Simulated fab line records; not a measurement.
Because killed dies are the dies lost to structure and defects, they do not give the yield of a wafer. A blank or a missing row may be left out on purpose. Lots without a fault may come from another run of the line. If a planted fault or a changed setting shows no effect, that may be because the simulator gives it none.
Struck lot and sound lot, side by side    flow sfq-line    13 out of 325 route steps
Sound: wafers L191.1, L191.2, L191.5. Struck: wafer L197.1. (L197.2, L197.4 of the same lot were not struck and are left out.) The cause comes at the end.
At each step with rows: each side's tool, then ch and its chambers, then its first start. Under that, the readings that differ: sound wafers    struck wafers    difference of the means    sigmas: that difference in standard deviations of wafers without a fault.
alike: readings with means less than 2 such deviations apart, plus words and numbers identical on both sides. not compared: withheld readings, readings lacking a value on some wafer, bounds such as >300 that could conceal the same value, and numbers that have no deviation in the record and whose values overlap.
Wherever a step has rows on one side only, a row that says differs or no value, or a row with sigmas, the two part there. Numbers that don't overlap but have no deviation are shown without sigmas and don't part them. A reading missing from all wafers of one side parts the sides only when that side holds two or more wafers.

first, 6 steps without rows for these wafers: SFQ_TRILAYER_M3_LITHO_COAT_080 (resist thk 62 nm); SFQ_TRILAYER_M3_LITHO_COAT_075 (resist thk 600 nm); SFQ_TRILAYER_M3_LITHO_SOFTBAKE_079; SFQ_TRILAYER_M3_LITHO_EXPOSE_076 (exposes mask M3, target cd 500 nm); SFQ_TRILAYER_M3_LITHO_PEB_078 (peb time 60 s); SFQ_TRILAYER_M3_LITHO_DEVELOP_077 (time 60 s).
SFQ_M3_OVL_MEAS_921:
  sound on overlay-02, day 48 15:42; struck on overlay-01, day 51 05:09
  alike: M3_OVL
SFQ_TRILAYER_M3_BARC_OPEN_METAL_ETCH_100: etches BARC in O2, target depth 125 nm, time 41.7 s.
  sound on rie-metal-04 ch 0,1, day 48 15:44; struck on rie-metal-03 ch 0, day 51 05:11
reading                sound              struck  difference  sigmas
oes-product-au (a.u.)  0.689 0.691 0.692  0.681   -0.010      -2
  alike: drypump-motor-current-A
  not compared: rf-hours-counter-h
SFQ_TRILAYER_M3_ETCH_METAL_ETCH_078: etches Nb in Cl2/Ar, stops on SiO2, target depth 240 nm, time 120 s.
  sound on rie-metal-04 ch 0,1, day 48 15:49; struck on rie-metal-03 ch 0, day 51 05:14
  alike: drypump-motor-current-A, oes-product-au
  not compared: rf-hours-counter-h
SFQ_TRILAYER_M3_STRIP_STRIP_079: strips in O2.
  sound on rie-metal-04 ch 0,1, day 48 15:59; struck on rie-metal-03 ch 0, day 51 05:22
  alike: drypump-motor-current-A, oes-product-au
  not compared: rf-hours-counter-h
then, 1 step without rows for these wafers: SFQ_TRILAYER_M3_STRIP_SOLV_CLEAN_080 (cleans in NMP, time 600 s).
SFQ_TRILAYER_I3_DEP_PECVD_081: deposits SiO2 from SiH4/N2O, time 111.11 s, target thk 500 nm.
  sound on pecvd-03 ch 0,1,2, day 48 16:57; struck on pecvd-03 ch 2, day 51 06:08
reading                                              sound              struck  difference  sigmas
rf-fwd-power-W (W)                                   182.9 182.4 182.2  211.7   +29.2       +49
model.SiO2_of_TRILAYER_I3_DEP_PECVD_081.thk-nm (nm)  498.6 490 502.4    514.3   +17.3       
  alike: heater-power-w, throttle-valve-pct
SFQ_TRILAYER_I3_CMP_CMP_082: polishes SiO2.
  sound on cmp-01 ch 1,2,3, day 48 20:14; struck on cmp-01 ch 2, day 51 08:08
  alike: head-pressure-psi, motor-current-A, time-to-endpoint-s

== WHERE THEY PART ==
Earliest at SFQ_TRILAYER_M3_BARC_OPEN_METAL_ETCH_100; latest, in this record, at SFQ_TRILAYER_I3_DEP_PECVD_081. Later steps at which nothing parts them and some readings are alike: SFQ_TRILAYER_I3_CMP_CMP_082.

WHY: what had been put in by the simulator
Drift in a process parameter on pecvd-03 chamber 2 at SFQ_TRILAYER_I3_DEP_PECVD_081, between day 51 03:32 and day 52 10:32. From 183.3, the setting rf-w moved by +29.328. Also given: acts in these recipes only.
